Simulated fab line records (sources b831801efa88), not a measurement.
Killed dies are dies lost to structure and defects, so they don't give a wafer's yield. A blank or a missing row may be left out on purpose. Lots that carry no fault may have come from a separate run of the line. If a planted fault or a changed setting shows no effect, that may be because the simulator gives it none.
A single fault, viewed from 2 desks -- flow gf180mcu -- numbers are kept per desk, each desk with only its own; the story behind them comes last

== FROM THE METROLOGY DESK ==
Lot by lot, what the gauges showed, no matter which tool ran the lot: averages of those sampled wafers that carry a number. Any lot whose mean is over 4 standard deviations away from the usual mean is out of limits and marked OUT; that distance is given in the brackets.
Columns: A = SAB_CVD_00_THK at GF_SAB_THK_MEAS_01, usual 49.9 nm; B = M1_OVL at GF_M1_OVL_MEAS_15, usual -2 nm
lot,first seen here,A,B
L492,day 14 04:35,50.2,-2
L495,day 15 07:20,50.2,-2
L497,day 16 02:45,50.3,2
L498,day 16 12:26,49.8,-8
L499,day 16 21:27,50.1,-3
L502,day 17 22:04,67.0 (+27) OUT,2
L503,day 18 02:51,72.9 (+36) OUT,-5
L505,day 18 23:47,49.5,1
L506,day 19 07:37,67.5 (+28) OUT,-6
L508,day 20 01:38,49.8,1
L510,day 20 15:41,49.3,1
L511,day 20 22:27,50.0,1
L513,day 21 16:14,49.4,1
L514,day 21 22:19,50.0,4
This desk's finding: out of limits on L502, L503, L506; first on L502, day 17 22:04 (SAB_CVD_00_THK at GF_SAB_THK_MEAS_01). L492, L495, L497, L498, L499, L505, L508, L510, L511, L513, L514: within limits.

== THE TOOL OWNER'S DESK: pecvd-02 ==
The tool's own readings at GF_SAB_CVD_00 (deposits SiO2 from TEOS, target thk 50 nm, time 4.9302 s): means of the sampled wafers that have a number, for each lot that ran on this tool. Any lot whose mean is over 4 standard deviations away from the usual mean is out of limits and marked OUT; that distance is given in the brackets.
Columns: A = heater-power-w at GF_SAB_CVD_00, usual 641 W; B = rf-fwd-power-W at GF_SAB_CVD_00, usual 588.0 W
lot,first seen here,A,B
L492,day 14 04:34,572,590.6
L495,day 15 07:19,615,587.0
L497,day 16 02:43,543,587.0
L498,day 16 12:26,602,587.6
L499,day 16 21:25,557,588.1
L502,day 17 22:02,624,586.3
L503,day 18 02:50,626,589.2
L506,day 19 07:35,650,590.5
This desk's finding: nothing out of limits on any of the 8 lots.

== BROUGHT TOGETHER ==
An alarm was possible from the metrology desk at day 17 22:04, on L502, L503, L506.
The desk of the tool owner found nothing out of limits.
The tool owner's desk has L502, L503, L506 on record, within its limits.
Every lot named ran GF_SAB_CVD_00 on pecvd-02.

== WHAT THE SIMULATOR HAD PUT IN ==
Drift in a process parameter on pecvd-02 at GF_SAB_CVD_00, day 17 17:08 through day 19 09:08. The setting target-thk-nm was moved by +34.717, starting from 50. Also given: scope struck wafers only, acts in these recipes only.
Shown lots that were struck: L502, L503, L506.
Time in hours between the start of the fault and the first out-of-limits reading at each desk: metrology desk, 5.
